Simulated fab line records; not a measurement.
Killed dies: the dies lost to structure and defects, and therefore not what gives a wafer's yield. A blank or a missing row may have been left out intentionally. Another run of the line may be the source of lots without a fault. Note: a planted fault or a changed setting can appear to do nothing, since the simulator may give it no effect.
fab line records	flow sky130
record: lots: 6	wafers: 18	last-day: 50
route steps=708 shown VIA4@653 METAL5@661 PASSIVATION@681 PAD_OPEN@694
lots untouched by any fault: they come from a run of this same line in which no faults occurred
start-h: hours from the record's opening day to when the first of the lot's shown wafers began	wait-h: time in hours since the lot's previous step	" repeats the value in the row above	L1.1+2: several wafers, shown together as one row	- no value present, or no start provided	* or withheld: withheld	< > ~ a bound
route shown NAME@n: names a module that has steps shown in the file, with the first one's number in the route	usual: average and standard deviation across the fault-free wafers	same: alike in all rows	chamber/n: place in a boat	sites: per-site readings	_std_site: their standard deviation	_edge_site: the outer-site mean with the inner-site mean subtracted	radius-mm: how far each site lies from the wafer's centre	mask NAME#n: copy n	behind: the most recent tool/chamber to have shaped the wafer	hold: what put the lot on hold/how long, in hours/how the hold closed	device: the transistor (n, p or np) that didn't switch	end of line: the same wafers' tests at the end of the route	where a step has no rows: the recipe by itself	killed: the dies lost at the first sort to structure and to defects; this is not the yield of the wafer	map: a wafer's dies, marking killed ones x, the rest . and places with no die _
set.NAME: the setting the step ran with; set.NAME@STEP: the setting that earlier step ran with	model.NAME: the simulator's own value behind a step, which no gauge read
lots at some steps of the route; a table a step, a row a wafer
services: a tool's chamber out of use, with start hour (start-h, from the record's first day; less than 0 if before it), hours out, and reason
== steps ==
step: SKY_VIA4_STRIP_14
recipe: chemistry: post-etch-residue-remover	time-s: 1200	temp-c: 72.5
step: SKY_VIA4_CLEAN_15
recipe: chemistry: IPA	time-s: 180	temp-c: 25
step: SKY_VIA4_CLEAN_16
recipe: chemistry: O3/DIW	dry: n2-spin
step: SKY_VIA4_SPUTTER_17
recipe: material: TiN	target-thk-nm: 20	chamber-pressure-pa: 5	power-w: 4000	time-s: 80
usual: throttle-valve-pct: 30.0/1.4
lot.wafer	tool	chamber	start-h	wait-h	throttle-valve-pct
L113.2	pvd-sputter-03	-	996.70	0.0	27.4
L113.3	"	-	"	"	29.3
L113.5	"	-	"	"	27.2
L122.1	pvd-sputter-04	-	1060.74	0.0	29.6
L122.2	"	-	"	"	28.4
L122.4	"	-	"	"	29.6
L126.4	pvd-sputter-01	-	1083.06	0.0	31.3
L126.5	"	-	"	"	31.3
L126.6	"	-	"	"	29.3
L127.4	pvd-sputter-01	-	1086.26	0.0	32.6
L127.5	"	-	"	"	31.2
L127.6	"	-	"	"	29.5
L131.2	pvd-sputter-01	-	1139.16	0.0	32.5
L131.3	"	-	"	"	31.2
L131.5	"	-	"	"	32.7
L133.1	pvd-sputter-04	-	1140.44	0.0	29.1
L133.3	"	-	"	"	31.5
L133.4	"	-	"	"	29.7
step: SKY_VIA4_CVD_18
recipe: material: W	target-thk-nm: 505	time-s: 152.14	temp-c: 400	pressure-torr: 40
step: SKY_VIA4_RS_MEAS_19
recipe: thk-meas-gauge: four-point-probe	reads: W_of_VIA4_CVD_18+TiN_of_VIA4_SPUTTER_17
usual: VIA4_W_RS: 0.2269/0.0025
lot.wafer	tool	chamber	start-h	wait-h	VIA4_W_RS[ohm/sq]
L113.2	film-metro-01	-	996.93	0.1	0.2271
L113.3	"	-	"	"	0.2288
L113.5	"	-	"	"	0.2260
L122.1	film-metro-03	-	1060.95	0.1	0.2284
L122.2	"	-	"	"	0.2263
L122.4	"	-	"	"	0.2261
L126.4	film-metro-01	-	1083.33	0.1	0.2272
L126.5	"	-	"	"	0.2220
L126.6	"	-	"	"	0.2285
L127.4	film-metro-01	-	1086.54	0.1	0.2264
L127.5	"	-	"	"	0.2250
L127.6	"	-	"	"	0.2278
L131.2	film-metro-03	-	1139.39	0.1	0.2259
L131.3	"	-	"	"	0.2244
L131.5	"	-	"	"	0.2236
L133.1	film-metro-03	-	1140.72	0.1	0.2258
L133.3	"	-	"	"	0.2264
L133.4	"	-	"	"	0.2260
step: SKY_VIA4_THK_MEAS_20
recipe: thk-meas-gauge: xrf	reads: W_of_VIA4_CVD_18
usual: VIA4_W_THK: 516/5.7
lot.wafer	tool	chamber	start-h	wait-h	VIA4_W_THK[nm]
L113.2	film-metro-01	-	997.04	0.1	512
L113.3	"	-	"	"	509
L113.5	"	-	"	"	517
L122.1	film-metro-03	-	1061.07	0.1	514
L122.2	"	-	"	"	521
L122.4	"	-	"	"	517
L126.4	film-metro-01	-	1083.42	0.1	512
L126.5	"	-	"	"	527
L126.6	"	-	"	"	508
L127.4	film-metro-01	-	1086.63	0.1	519
L127.5	"	-	"	"	517
L127.6	"	-	"	"	511
L131.2	film-metro-03	-	1139.50	0.1	523
L131.3	"	-	"	"	521
L131.5	"	-	"	"	525
L133.1	film-metro-03	-	1140.84	0.1	521
L133.3	"	-	"	"	519
L133.4	"	-	"	"	517
step: SKY_VIA4_CMP_21
recipe: stop-on: SiO2	t-overpolish-s: 25	down-force-psi: 3.5	platen-rpm: 60	target-thk-nm: 0	pad-velocity-m-s: 0.94248
usual: edge-zone-pressure-frac: 1.001/0.005	motor-current-A: 11.7/0.97	overpolish-run-s: 25.000/0.01	time-to-endpoint-s: 120/4.9
lot.wafer	tool	chamber	start-h	wait-h	edge-zone-pressure-frac	motor-current-A	overpolish-run-s	time-to-endpoint-s
L113.2	cmp-01	3	997.09	0.0	1.001	10.4	24.976	118
L113.3	"	2	"	"	1.000	10.8	24.989	115
L113.5	"	3	"	"	0.990	10.5	24.996	119
L122.4	cmp-01	0	1061.13	0.0	1.006	11.5	24.989	126
L122.1	"	1	"	"	1.003	11.5	24.989	122
L122.2	"	3	"	"	1.003	10.4	25.002	125
L126.4	cmp-01	0	1083.50	0.1	1.003	12.0	25.009	121
L126.6	"	3	"	"	0.998	10.4	25.017	120
L126.5	"	0	"	"	1.003	11.8	25.010	127
L127.4	cmp-02	2	1086.85	0.2	1.009	13.0	24.987	118
L127.6	"	0	"	"	0.999	11.2	24.997	113
L127.5	"	1	"	"	0.999	11.3	25.020	125
L131.3	cmp-02	0	1140.90	1.4	0.993	10.9	24.995	117
L131.2	"	1	"	"	1.003	11.0	25.010	132
L131.5	"	0	"	"	0.997	10.9	25.007	121
L133.1	cmp-02	2	1143.85	3.0	1.005	13.4	25.020	122
L133.3	"	0	"	"	1.002	11.3	25.016	121
L133.4	"	1	"	"	1.001	12.0	24.996	129
step: SKY_METAL5_SPUTTER_00
recipe: material: Ti	target-thk-nm: 15	power-w: 3000	time-s: 10	chamber-pressure-pa: 0.4
step: SKY_METAL5_SPUTTER_01
recipe: material: TiN	target-thk-nm: 20	power-w: 6500	time-s: 16.7	chamber-pressure-pa: 0.4
usual: throttle-valve-pct: 29.9/1.4
lot.wafer	tool	chamber	start-h	wait-h	throttle-valve-pct
L113.2	pvd-sputter-04	-	997.41	0.0	29.6
L113.3	"	-	"	"	28.4
L113.5	"	-	"	"	29.8
L122.1	pvd-sputter-02	-	1061.45	0.0	31.6
L122.2	"	-	"	"	31.2
L122.4	"	-	"	"	28.6
L126.4	pvd-sputter-02	-	1083.77	0.0	31.9
L126.5	"	-	"	"	32.0
L126.6	"	-	"	"	28.7
L127.4	pvd-sputter-02	-	1087.07	0.0	31.6
L127.5	"	-	"	"	31.6
L127.6	"	-	"	"	31.2
L131.2	pvd-sputter-03	-	1141.18	0.0	27.3
L131.3	"	-	"	"	29.4
L131.5	"	-	"	"	29.2
L133.1	pvd-sputter-04	-	1144.18	0.0	31.6
L133.3	"	-	"	"	29.7
L133.4	"	-	"	"	28.2
step: SKY_METAL5_SPUTTER_02
recipe: material: AlCu	target-thk-nm: 1150	power-w: 10600	time-s: 61.2	chamber-pressure-pa: 0.4
step: SKY_METAL5_SPUTTER_03
recipe: material: Ti	target-thk-nm: 5	power-w: 3000	time-s: 3.3	chamber-pressure-pa: 0.4
usual: throttle-valve-pct: 30.0/1.4
lot.wafer	tool	chamber	start-h	wait-h	throttle-valve-pct
L113.2	pvd-sputter-04	-	997.49	0.0	29.1
L113.3	"	-	"	"	28.3
L113.5	"	-	"	"	29.9
L122.1	pvd-sputter-02	-	1061.53	0.0	31.5
L122.2	"	-	"	"	31.1
L122.4	"	-	"	"	28.4
L126.4	pvd-sputter-02	-	1083.85	0.0	31.7
L126.5	"	-	"	"	32.0
L126.6	"	-	"	"	28.6
L127.4	pvd-sputter-02	-	1087.14	0.0	31.4
L127.5	"	-	"	"	31.8
L127.6	"	-	"	"	31.4
L131.2	pvd-sputter-03	-	1141.25	0.0	27.4
L131.3	"	-	"	"	29.4
L131.5	"	-	"	"	28.9
L133.1	pvd-sputter-04	-	1144.25	0.0	31.6
L133.3	"	-	"	"	29.7
L133.4	"	-	"	"	28.2
step: SKY_METAL5_SPUTTER_04
recipe: material: TiN	target-thk-nm: 70	power-w: 6500	time-s: 58.3	chamber-pressure-pa: 0.4
usual: throttle-valve-pct: 30.0/1.4
lot.wafer	tool	chamber	start-h	wait-h	throttle-valve-pct
L113.2	pvd-sputter-04	-	997.51	0.0	29.4
L113.3	"	-	"	"	28.3
L113.5	"	-	"	"	29.7
L122.1	pvd-sputter-02	-	1061.55	0.0	31.6
L122.2	"	-	"	"	31.1
L122.4	"	-	"	"	28.7
L126.4	pvd-sputter-02	-	1083.87	0.0	31.5
L126.5	"	-	"	"	31.7
L126.6	"	-	"	"	28.5
L127.4	pvd-sputter-02	-	1087.16	0.0	31.6
L127.5	"	-	"	"	31.4
L127.6	"	-	"	"	31.2
L131.2	pvd-sputter-03	-	1141.27	0.0	27.3
L131.3	"	-	"	"	29.7
L131.5	"	-	"	"	29.3
L133.1	pvd-sputter-04	-	1144.27	0.0	31.4
L133.3	"	-	"	"	30.0
L133.4	"	-	"	"	28.3
step: SKY_METAL5_RS_MEAS_05
recipe: thk-meas-gauge: four-point-probe	reads: TiN_of_METAL5_SPUTTER_04+Ti_of_METAL5_SPUTTER_03+AlCu_of_METAL5_SPUTTER_02+TiN_of_METAL5_SPUTTER_01+Ti_of_METAL5_SPUTTER_00
usual: METAL5_ALCU_RS: 0.0270/0.00034
lot.wafer	tool	chamber	start-h	wait-h	METAL5_ALCU_RS[ohm/sq]
L113.2	film-metro-01	-	997.57	0.0	0.0269
L113.3	"	-	"	"	0.0271
L113.5	"	-	"	"	0.0272
L122.1	film-metro-03	-	1061.60	0.0	0.0268
L122.2	"	-	"	"	0.0267
L122.4	"	-	"	"	0.0270
L126.4	film-metro-03	-	1083.98	0.1	0.0269
L126.5	"	-	"	"	0.0269
L126.6	"	-	"	"	0.0271
L127.4	film-metro-04	-	1087.27	0.1	0.0276
L127.5	"	-	"	"	0.0272
L127.6	"	-	"	"	0.0270
L131.2	film-metro-01	-	1141.34	0.0	0.0274
L131.3	"	-	"	"	0.0272
L131.5	"	-	"	"	0.0269
L133.1	film-metro-01	-	1144.32	0.0	0.0273
L133.3	"	-	"	"	0.0274
L133.4	"	-	"	"	0.0270
step: SKY_METAL5_THK_MEAS_06
recipe: thk-meas-gauge: xrf	reads: AlCu_of_METAL5_SPUTTER_02
usual: METAL5_ALCU_THK: 1150/16
lot.wafer	tool	chamber	start-h	wait-h	METAL5_ALCU_THK[nm]
L113.2	film-metro-01	-	997.68	0.1	1152
L113.3	"	-	"	"	1136
L113.5	"	-	"	"	1131
L122.1	film-metro-03	-	1061.72	0.1	1160
L122.2	"	-	"	"	1161
L122.4	"	-	"	"	1145
L126.4	film-metro-03	-	1084.07	0.1	1151
L126.5	"	-	"	"	1150
L126.6	"	-	"	"	1141
L127.4	film-metro-04	-	1087.36	0.1	1142
L127.5	"	-	"	"	1155
L127.6	"	-	"	"	1169
L131.2	film-metro-01	-	1141.45	0.1	1135
L131.3	"	-	"	"	1148
L131.5	"	-	"	"	1147
L133.1	film-metro-01	-	1144.44	0.1	1143
L133.3	"	-	"	"	1135
L133.4	"	-	"	"	1155
step: SKY_METAL5_DEHYDRATE_07
recipe: temp-c: 200	time-s: 60
step: SKY_METAL5_HMDS_08
recipe: prime-time-s: 60	prime-temp-c: 120
step: SKY_METAL5_COAT_09
recipe: resist: NOVOLAK	spin-rpm: 3000	resist-thk-nm: 1800
step: SKY_METAL5_SOFTBAKE_10
recipe: temp-c: 90	time-s: 60	resist: NOVOLAK
step: SKY_METAL5_EXPOSE_11
recipe: mask-id: MM5	na: 0.6	source-shape: conventional	sigma-outer: 0.6	polarization: unpolarized	target-cd-nm: 1600	dose-mj: 190
step: SKY_METAL5_PEB_12
recipe: temp-c: withheld	time-s: *	resist: NOVOLAK
step: SKY_METAL5_DEVELOP_13
recipe: resist: NOVOLAK	developer: TMAH	develop-time-s: 60	dev-temp-c: 23
step: SKY_METAL5_DESCUM_14
recipe: chemistry: O2	source-power-w: 150	bias-power-w: 0	pressure-mtorr: 10	temp-c: 40	time-s: 11
step: SKY_METAL5_METAL_ETCH_15
recipe: target-depth-a: 12600	stop-on: SiO2	over-etch-frac: 0.2	time-s: 252	chemistry: Cl2/BCl3	resist-sidewall-deg: 86	pressure-mtorr: 10	icp-w: 900	bias-w: 48.5	Cl2_flow_sccm: 60	bcl3-flow-sccm: 30
step: SKY_METAL5_STRIP_16
recipe: chemistry: O2/N2	power-w: 1440	pressure-mtorr: 1500	platen-temp-c: withheld	o2-flow-sccm: 3000	n2-flow-sccm: 300	overash-fraction: 0.5
step: SKY_METAL5_STRIP_17
recipe: chemistry: post-etch-residue-remover	time-s: 1200	temp-c: 72.5
step: SKY_METAL5_CLEAN_18
recipe: chemistry: IPA	time-s: 180	temp-c: 25
step: SKY_METAL5_CLEAN_19
recipe: chemistry: O3/DIW	dry: n2-spin
step: SKY_PASSIVATION_CVD_00
recipe: material: SiO2	target-thk-nm: 90	temp-c: 400	time-s: withheld	rf-w: 600
step: SKY_PASSIVATION_THK_MEAS_01
recipe: reads: SiO2_of_PASSIVATION_CVD_00
usual: PASSIVATION_CVD_00_THK: 90.1/1.2
lot.wafer	tool	chamber	start-h	wait-h	PASSIVATION_CVD_00_THK[nm]
L113.2	film-metro-04	-	1021.54	-	87.2
L113.3	"	-	"	"	88.4
L113.5	"	-	"	"	88.9
L122.1	film-metro-03	-	1082.87	-	88.5
L122.2	"	-	"	"	89.9
L122.4	"	-	"	"	91.7
L126.4	film-metro-02	-	1104.47	-	90.4
L126.5	"	-	"	"	92.3
L126.6	"	-	"	"	91.3
L127.4	film-metro-02	-	1107.41	-	92.8
L127.5	"	-	"	"	91.7
L127.6	"	-	"	"	91.9
L131.2	film-metro-03	-	1157.07	-	87.5
L131.3	"	-	"	"	90.4
L131.5	"	-	"	"	91.6
L133.1	film-metro-02	-	1159.12	-	90.1
L133.3	"	-	"	"	90.5
L133.4	"	-	"	"	90.3
step: SKY_PASSIVATION_CVD_02
recipe: material: Si3N4	target-thk-nm: 540	temp-c: 400	time-s: withheld	rf-w: 450
usual: heater-power-w: 695/110	susceptor-temp-C: 400.01/0.21
lot.wafer	tool	chamber	start-h	wait-h	heater-power-w	susceptor-temp-C
L113.2	pecvd-03	2	1021.59	0.0	748	400.23
L113.3	"	0	"	"	720	399.87
L113.5	"	0	"	"	734	399.81
L122.1	pecvd-03	2	1082.93	0.1	682	400.04
L122.2	"	0	"	"	655	400.21
L122.4	"	1	"	"	919	400.33
L126.4	pecvd-02	1	1104.62	0.1	571	400.02
L126.5	"	0	"	"	812	399.92
L126.6	"	2	"	"	647	399.91
L127.4	pecvd-02	0	1107.55	0.1	808	400.11
L127.5	"	1	"	"	665	399.80
L127.6	"	2	"	"	631	399.89
L131.2	pecvd-01	2	1157.12	0.0	694	399.75
L131.3	"	0	"	"	582	400.07
L131.5	"	0	"	"	577	399.94
L133.1	pecvd-03	1	1159.18	0.1	792	399.87
L133.3	"	2	"	"	723	400.27
L133.4	"	1	"	"	799	400.17
step: SKY_PASSIVATION_THK_MEAS_03
recipe: reads: Si3N4_of_PASSIVATION_CVD_02
usual: PASSIVATION_CVD_02_THK: 538/6.3
lot.wafer	tool	chamber	start-h	wait-h	PASSIVATION_CVD_02_THK[nm]
L113.2	film-metro-02	-	1021.82	-	524
L113.3	"	-	"	"	528
L113.5	"	-	"	"	539
L122.1	film-metro-04	-	1083.15	-	532
L122.2	"	-	"	"	527
L122.4	"	-	"	"	543
L126.4	film-metro-04	-	1104.76	-	546
L126.5	"	-	"	"	539
L126.6	"	-	"	"	544
L127.4	film-metro-03	-	1107.69	-	540
L127.5	"	-	"	"	542
L127.6	"	-	"	"	541
L131.2	film-metro-03	-	1157.35	-	542
L131.3	"	-	"	"	540
L131.5	"	-	"	"	550
L133.1	film-metro-04	-	1159.41	-	527
L133.3	"	-	"	"	529
L133.4	"	-	"	"	546
step: SKY_PASSIVATION_DEHYDRATE_04
recipe: temp-c: 200	time-s: 60
step: SKY_PASSIVATION_HMDS_05
recipe: prime-time-s: 60	prime-temp-c: 120
step: SKY_PASSIVATION_COAT_06
recipe: spin-rpm: 2000	resist-thk-nm: 3000
step: SKY_PASSIVATION_SOFTBAKE_07
recipe: temp-c: 110	time-s: withheld
step: SKY_PASSIVATION_EXPOSE_08
recipe: mask-id: NSM	target-cd-nm: 3000	na: 0.57	dose-mj: 260
step: SKY_PASSIVATION_PEB_09
recipe: temp-c: 115	time-s: withheld
step: SKY_PASSIVATION_DEVELOP_10
recipe: develop-time-s: 60	dev-temp-c: 23
step: SKY_PASSIVATION_ETCH_11
recipe: chemistry: CF4/O2	target-depth-nm: 725	stop-on: AlCu	source-w: 800	bias-w: 150	pressure-mtorr: 150	cf4-flow-sccm: 80	O2_flow_sccm: 10	time-s: 161.1
step: SKY_PASSIVATION_STRIP_12
recipe: chemistry: O2/N2	power-w: 1400	pressure-mtorr: 1500	platen-temp-c: withheld	overash-fraction: 0.7	o2-flow-sccm: 3000	n2-flow-sccm: 300
step: SKY_PAD_OPEN_DEHYDRATE_00
recipe: temp-c: 200	time-s: 60
step: SKY_PAD_OPEN_PROBE_99
usual: defect-limited-yield: 82.8/1.7	killed_at_M0_to_M3: 43/6.2	killed_at_M4_up: 2.8/1.7	killed-at-contacts: 24/4.8	killed-at-front-end: 15/4.3	killed-at-other: 0.3/0.55	killed-dies: 85/8.4	killed-open: 46/6.7	killed-short: 38/6.2	sort_bin_3_pad_short: 0.9/0.46	sort_bin_5_function: 10.2/1.3	sort_bin_6_memory: 6.1/0.9	sort-n-pass: 407/8.4	sort-yield-pct: 82.8/1.7
same: gross-dies: 492	killed-at-back-side: 0	sort_bin_4_leakage[%]: 0	sort_bin_8_speed[%]: 0
lot.wafer	tool	chamber	start-h	wait-h	defect-limited-yield[%]	killed_at_M0_to_M3	killed_at_M4_up	killed-at-contacts	killed-at-front-end	killed-at-other	killed-dies	killed-open	killed-short	sort_bin_3_pad_short[%]	sort_bin_5_function[%]	sort_bin_6_memory[%]	sort-n-pass	sort-yield-pct[%]	model.etest.tester.sort-n-pass	model.etest.tester.sort-yield-pct	model.etest.tester.sort_bin_5_pct	model.etest.tester.sort_bin_3_pct
L113.2	prober-01	-	1067.50	0.1	81.5	49	2	27	13	0	91	50	41	1.4	11.4	5.7	401	81.5	401	81.5	11.38	1.423
L113.3	prober-01	-	1067.55	0.2	85.4	40	1	20	11	0	72	44	28	0.8	8.5	5.3	420	85.4	420	85.37	8.537	0.813
L113.5	prober-01	-	1067.65	0.2	81.1	45	3	22	23	0	93	55	38	1.0	10.2	7.7	399	81.1	399	81.1	10.16	1.016
L122.1	prober-02	-	1125.41	0.1	82.5	42	6	20	18	0	86	51	35	0.8	10.4	6.3	406	82.5	406	82.52	10.37	0.813
L122.2	prober-02	-	1125.46	0.1	82.3	45	2	24	16	0	87	47	40	0.2	11.2	6.3	405	82.3	405	82.32	11.18	0.2033
L122.4	prober-02	-	1125.56	0.2	79.3	50	3	22	27	0	102	55	47	0.4	12.6	7.7	390	79.3	390	79.27	12.6	0.4065
L126.4	prober-01	-	1145.43	0.2	77.4	35	36	20	20	0	111	44	35	1.0	13.8	7.7	381	77.4	381	77.44	13.82	1.016
L126.5	prober-01	-	1145.48	0.2	76.0	49	31	23	15	0	118	53	36	1.6	14.8	7.5	374	76.0	374	76.02	14.84	1.626
L126.6	prober-01	-	1145.53	0.2	75.0	43	50	20	10	0	123	47	29	1.6	15.4	7.9	369	75.0	369	75	15.45	1.626
L127.4	prober-01	-	1147.34	0.2	76.4	47	36	23	10	0	116	46	39	2.4	13.8	7.3	376	76.4	376	76.42	13.82	2.439
L127.5	prober-01	-	1147.39	0.2	81.3	32	27	22	11	0	92	33	33	1.2	12.2	5.3	400	81.3	400	81.3	12.2	1.22
L127.6	prober-01	-	1147.44	0.2	74.0	41	42	26	19	0	128	44	44	3.0	15.7	7.3	364	74.0	364	73.98	15.65	3.049
L131.2	prober-02	-	1194.42	0.1	82.9	36	6	27	15	0	84	46	38	0.6	10.0	6.5	408	82.9	408	82.93	9.959	0.6098
L131.3	prober-02	-	1194.47	0.2	85.4	37	1	23	11	0	72	34	38	1.2	9.3	4.1	420	85.4	420	85.37	9.35	1.22
L131.5	prober-02	-	1194.57	0.2	85.0	40	2	14	18	0	74	45	29	0.4	9.8	4.9	418	85.0	418	84.96	9.756	0.4065
L133.1	prober-02	-	1195.87	0.1	83.7	47	2	15	15	1	80	39	41	0.6	10.4	5.3	412	83.7	412	83.74	10.37	0.6098
L133.3	prober-02	-	1195.97	0.2	81.9	39	2	28	20	0	89	49	40	1.2	11.2	5.7	403	81.9	403	81.91	11.18	1.22
L133.4	prober-02	-	1196.02	0.2	83.5	37	5	23	16	0	81	38	42	0.6	10.6	5.3	411	83.5	411	83.54	10.57	0.6098
killed by level:class
L113.2 VIA1:geometric-particle:open=13 CONTACT:geometric-particle:open=10 VIA1:geometric-particle:short=9 VIA3:geometric-particle:open=9 CONTACT:geometric-particle:short=7 FIELD_ISO:geometric-particle:short=4 VIA2:geometric-particle:open=4 LI_CONTACT:geometric-particle:open=4
L113.3 VIA1:geometric-particle:open=13 CONTACT:geometric-particle:open=8 VIA2:geometric-particle:open=5 FIELD_ISO:geometric-particle:open=4 LI_CONTACT:geometric-particle:open=4 METAL3:geometric-particle:short=4 CONTACT:geometric-particle:short=4 METAL2:geometric-particle:short=4
L113.5 VIA1:geometric-particle:open=9 VIA3:geometric-particle:open=8 LI_CONTACT:geometric-particle:open=7 CONTACT:geometric-particle:open=7 VIA2:geometric-particle:open=7 FIELD_ISO:geometric-particle:short=6 POLY_GATE:geometric-particle:open=6 METAL2:geometric-particle:short=6
L122.1 VIA1:geometric-particle:open=14 VIA2:geometric-particle:open=12 POLY_GATE:geometric-particle:open=5 LOCAL_INTERCONNECT:geometric-particle:short=5 CONTACT:geometric-particle:open=5 FIELD_ISO:geometric-particle:open=4 LI_CONTACT:geometric-particle:open=4 VIA2:geometric-particle:short=4
L122.2 CONTACT:geometric-particle:open=10 VIA1:geometric-particle:open=8 FIELD_ISO:geometric-particle:short=7 LI_CONTACT:geometric-particle:open=6 METAL1:geometric-particle:short=6 VIA2:geometric-particle:open=6 VIA3:geometric-particle:short=6 VIA3:geometric-particle:open=6
L122.4 VIA1:geometric-particle:open=13 FIELD_ISO:geometric-particle:short=9 CONTACT:geometric-particle:open=9 FIELD_ISO:geometric-particle:open=8 VIA3:geometric-particle:open=8 CONTACT:geometric-particle:short=7 POLY_GATE:geometric-particle:short=5 METAL2:geometric-particle:short=5
L126.4 METAL5:unspecified=32 FIELD_ISO:geometric-particle:open=7 CONTACT:geometric-particle:open=7 VIA2:geometric-particle:open=7 FIELD_ISO:geometric-particle:short=6 VIA1:geometric-particle:open=6 CONTACT:geometric-particle:short=5 METAL1:geometric-particle:short=5
L126.5 METAL5:unspecified=28 CONTACT:geometric-particle:open=9 LI_CONTACT:geometric-particle:open=9 VIA3:geometric-particle:open=8 VIA1:geometric-particle:open=8 VIA2:geometric-particle:open=7 METAL2:geometric-particle:short=6 METAL1:geometric-particle:short=5
L126.6 METAL5:unspecified=46 VIA1:geometric-particle:open=17 LI_CONTACT:geometric-particle:open=7 VIA3:geometric-particle:open=7 CONTACT:geometric-particle:open=5 METAL1:geometric-particle:short=4 FIELD_ISO:geometric-particle:short=3 LOCAL_INTERCONNECT:geometric-particle:short=3
L127.4 METAL5:unspecified=31 VIA1:geometric-particle:open=11 METAL2:geometric-particle:short=8 CONTACT:geometric-particle:open=7 CONTACT:geometric-particle:short=6 VIA1:geometric-particle:short=6 VIA2:geometric-particle:open=6 VIA3:geometric-particle:open=6
L127.5 METAL5:unspecified=26 METAL2:geometric-particle:short=11 LI_CONTACT:geometric-particle:open=8 POLY_GATE:geometric-particle:open=5 CONTACT:geometric-particle:open=5 VIA1:geometric-particle:open=5 VIA3:geometric-particle:open=5 LI_CONTACT:geometric-particle:short=4
L127.6 METAL5:unspecified=40 METAL2:geometric-particle:short=10 CONTACT:geometric-particle:open=9 LI_CONTACT:geometric-particle:open=6 METAL2:geometric-particle:open=5 VIA2:geometric-particle:open=5 FIELD_ISO:geometric-particle:open=4 POLY_GATE:geometric-particle:short=4
L131.2 CONTACT:geometric-particle:open=14 VIA1:geometric-particle:open=10 FIELD_ISO:geometric-particle:open=5 FIELD_ISO:geometric-particle:short=5 METAL3:geometric-particle:short=5 LI_CONTACT:geometric-particle:open=4 LOCAL_INTERCONNECT:geometric-particle:short=4 VIA2:geometric-particle:short=4
L131.3 METAL1:geometric-particle:short=9 CONTACT:geometric-particle:open=7 CONTACT:geometric-particle:short=6 LI_CONTACT:geometric-particle:open=5 VIA1:geometric-particle:open=5 VIA3:geometric-particle:short=5 POLY_GATE:geometric-particle:open=4 METAL2:geometric-particle:short=4
L131.5 VIA1:geometric-particle:open=8 VIA2:geometric-particle:open=8 VIA3:geometric-particle:open=7 POLY_GATE:geometric-particle:open=5 FIELD_ISO:geometric-particle:open=4 LOCAL_INTERCONNECT:geometric-particle:short=4 CONTACT:geometric-particle:open=4 METAL1:geometric-particle:short=4
L133.1 METAL1:geometric-particle:short=10 CONTACT:geometric-particle:open=9 VIA1:geometric-particle:open=8 METAL2:geometric-particle:short=8 FIELD_ISO:geometric-particle:short=4 LI_CONTACT:geometric-particle:open=4 VIA2:geometric-particle:open=4 VIA3:geometric-particle:short=4
L133.3 CONTACT:geometric-particle:open=9 FIELD_ISO:geometric-particle:short=7 POLY_GATE:geometric-particle:open=7 VIA1:geometric-particle:open=7 VIA3:geometric-particle:open=7 METAL1:geometric-particle:short=6 LOCAL_INTERCONNECT:geometric-particle:short=6 VIA1:geometric-particle:short=6
L133.4 CONTACT:geometric-particle:short=8 CONTACT:geometric-particle:open=7 VIA1:geometric-particle:open=7 VIA2:geometric-particle:open=6 VIA1:geometric-particle:short=5 METAL2:geometric-particle:short=5 FIELD_ISO:geometric-particle:short=4 VIA3:geometric-particle:open=4
map L126.6 (x killed, . not)
__________x.xx......_________
________x..........x.x_______
______......x......xx.x._____
_____..................x.____
____.x......xx.xx.........___
___................x.x.....__
__x....x...x.......x........_
_xx......x..x................
_.........x.......x..x.......
_...................xxxxx.x..
_......x..x...x.......xxxxx..
_.....x......x...x...xxxxxxxx
_.........x.......xxxxxxxxx.x
_.......x......x.x.xxxxxxxxx.
_x.x..x..xxx.....x..xxxxxxxx.
__xx.....x.xx...x....xxxxx.._
___....x..............xxx..__
____xx............x....x..___
_____.......x............____
______..x.....xx......x._____
________....xxx...x.x._______
__________..x......x_________
map L127.6 (x killed, . not)
__________..xx..x.x._________
________..xxxxxxxx...._______
______x...xxxxxxxx..x..._____
_____...xxxxxxxxxx...x.xx____
____......xxxxxxxx.x..x..x___
___.......xxxxxx.x..x..x.x.__
__x..xx...xxx.xx....xx...x.._
_x......................x.x..
_.x.........x...x.x.x.....x..
_.x.x.....x...x...x..x.......
_.....................x.x.x..
_.......................x.x..
_.....x................xx...x
_.x.....x.x.........x.x...x..
_............x....x.x........
__x.x....x...xx............._
___..x.......x...x...x.....__
____......x.x.............___
_____..........xx......x.____
______xx.x......x.x....._____
________x...x......xxx_______
__________xx..x..x.._________
== services ==
tool	chamber	start-h	hours	kind
cmp-02	-	982.57	4.1	pm
pvd-sputter-02	-	983.12	1.3	repair
pvd-sputter-03	-	984.20	3.6	repair
pvd-sputter-03	-	986.73	3.8	repair
cmp-01	-	987.42	1.4	repair
cmp-01	-	991.57	3.6	repair
pecvd-02	1	992.14	2.0	repair
pecvd-03	-	996.13	1.0	repair
cmp-01	-	1040.99	1.1	repair
cmp-01	-	1046.89	0.7	repair
pvd-sputter-03	-	1055.11	9.2	repair
pvd-sputter-03	-	1075.13	4.3	repair
cmp-01	-	1084.00	4.0	pm
pecvd-02	1	1084.71	4.6	repair
cmp-02	-	1088.01	0.2	repair
cmp-02	-	1088.22	3.6	pm
cmp-02	-	1094.27	0.6	repair
cmp-01	-	1099.58	1.3	repair
pecvd-03	-	1101.44	6.0	pm
pecvd-02	-	1119.99	6.0	pm
cmp-01	-	1125.23	7.4	pm
pvd-sputter-03	-	1135.95	2.3	repair
cmp-01	-	1137.78	17.1	pm
pvd-sputter-01	-	1141.40	3.0	repair
== key ==
first-sign: step: SKY_PAD_OPEN_PROBE_99	reading: killed_at_M4_up	direction: up	sigmas: 20	usual: 2.8	struck: 37
effect: step: SKY_PAD_OPEN_PROBE_99	reading: defect-limited-yield	direction: down	sigmas: 3.6	usual: 82.8	struck: 76.7
model-effect: step: SKY_PAD_OPEN_PROBE_99	value: etest.tester.sort-n-pass	without: 407.5	struck: 377.3
met-at SKY_METAL5_SPUTTER_04
struck-wafers L126.4,L126.5,L126.6,L127.4,L127.5,L127.6
onset-between 1061.55 1083.87
also-fits SKY_METAL5_SPUTTER_01:pvd-sputter-02,SKY_METAL5_SPUTTER_03:pvd-sputter-02,SKY_PASSIVATION_CVD_02:pecvd-02
fault: kind: chamber-particle-source	tool: pvd-sputter-02	chamber: -	onset-h: 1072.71	steps: SKY_METAL5_SPUTTER_04	rate-per-visit-cm2: 0.43478	end-h: 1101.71
